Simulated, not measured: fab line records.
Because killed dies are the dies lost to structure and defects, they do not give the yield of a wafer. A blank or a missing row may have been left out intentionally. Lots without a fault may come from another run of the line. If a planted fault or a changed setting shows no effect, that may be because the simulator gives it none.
Tool commonality check    flow sky130    15 lots and 45 wafers in the sample

THE REASON FOR OPENING IT
Of 15 lots, 3 have the reading NWELL_RS flagged at SKY_NWELL_RS_MEAS_29. Fault-free wafers read 624.9 ohm/sq, with a standard deviation of 1.3.
Rule: a lot is flagged in two cases, either no wafer of it has a number, or all its wafers with numbers fall more than 4 standard deviations from that mean. As for the other lots, they are considered sound.

lot   measured      on            NWELL_RS (ohm/sq), wafer by wafer  flag
L488  day 5 09:07   filmMetro-04  622.1 624.6 625.1                  
L489  day 5 13:46   filmMetro-04  625.5 624.4 625.5                  
L490  day 6 00:05   filmMetro-04  621.9 624.6 622.3                  
L491  day 6 04:42   filmMetro-01  626.0 626.0 626.3                  
L493  day 6 15:43   filmMetro-04  622.7 624.7 622.9                  
L494  day 6 20:04   filmMetro-01  627.2 627.3 627.6                  
L495  day 7 07:49   filmMetro-04  625.5 627.0 626.3                  
L496  day 7 10:02   filmMetro-01  625.8 624.3 628.0                  
L497  day 7 18:28   filmMetro-01  622.1 627.6 624.6                  
L498  day 8 00:55   filmMetro-02  624.3 625.1 625.4                  
L500  day 8 08:05   filmMetro-01  626.5 625.8 626.4                  
L505  day 9 15:02   filmMetro-01  648.6 648.9 649.2                  FLAGGED
L506  day 9 18:33   filmMetro-04  648.3 648.9 649.1                  FLAGGED
L507  day 10 01:34  filmMetro-04  649.6 647.6 646.8                  FLAGGED
L511  day 11 03:49  filmMetro-04  624.4 623.9 623.4                  
On average the flagged lots' numbers are 648.6 ohm/sq, which is +23.7 ohm/sq against the usual, or +18 standard deviations.

EACH LOT AND THE TOOL IT RAN ON
The record keeps 1 process step preceding the reading, out of 708 steps on the route. Every cell lists first the tool, next ch and the chambers used by the sampled wafers, and last the start.
lot   flag     SKY_NWELL_IMPLANT_11
L488           implanter-04 ch 0, day 4 13:53
L489           implanter-03 ch 0, day 4 19:02
L490           implanter-01 ch 0, day 5 04:37
L491           implanter-04 ch 0, day 5 09:02
L493           implanter-04 ch 0, day 5 19:28
L494           implanter-01 ch 0, day 5 23:52
L495           implanter-04 ch 0, day 6 11:08
L496           implanter-03 ch 0, day 6 13:45
L497           implanter-03 ch 0, day 6 22:07
L498           implanter-04 ch 0, day 7 03:58
L500           implanter-04 ch 0, day 7 10:38
L505  FLAGGED  implanter-04 ch 0, day 8 16:49
L506  FLAGGED  implanter-04 ch 0, day 8 21:08
L507  FLAGGED  implanter-04 ch 0, day 9 02:49
L511           implanter-01 ch 0, day 10 05:41
What these steps do:
- SKY_NWELL_IMPLANT_11
- SKY_NWELL_RS_MEAS_29: measures by four-point-probe.

FLAGGED OVER TOTAL, TOOL BY TOOL (the gauges that took the reading come last)
step                  tool          lots run  flagged  share of the flagged lots  sound lots run after its first flagged lot
SKY_NWELL_IMPLANT_11  implanter-01  3         0        none                       -
SKY_NWELL_IMPLANT_11  implanter-03  3         0        none                       -
SKY_NWELL_IMPLANT_11  implanter-04  9         3        all                        0
SKY_NWELL_RS_MEAS_29  filmMetro-01  6         1        some                       0
SKY_NWELL_RS_MEAS_29  filmMetro-02  1         0        none                       -
SKY_NWELL_RS_MEAS_29  filmMetro-04  8         2        some                       1 (L511)

THE TABLE: WHAT IT ALLOWS
All flagged lots share 1 row of the table, namely implanter-04 at SKY_NWELL_IMPLANT_11.
- implanter-04 at SKY_NWELL_IMPLANT_11 ran 9 lots, 3 of them flagged. Last sound lot L500 at day 7 10:38, first flagged lot L505 at day 8 16:49; a fault beginning in between fits. Its own readings lie more than 4 standard deviations out on every wafer of the flagged lots: beamEnergyKeV.
Left over: one tool, implanter-04 at SKY_NWELL_IMPLANT_11.

WHAT WAS PUT IN BY THE SIMULATOR
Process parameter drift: implanter-04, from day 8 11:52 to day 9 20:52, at SKY_NWELL_IMPLANT_11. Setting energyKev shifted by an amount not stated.
Lots struck among those shown: L505, L506, L507. The rule given above showed the same thing.
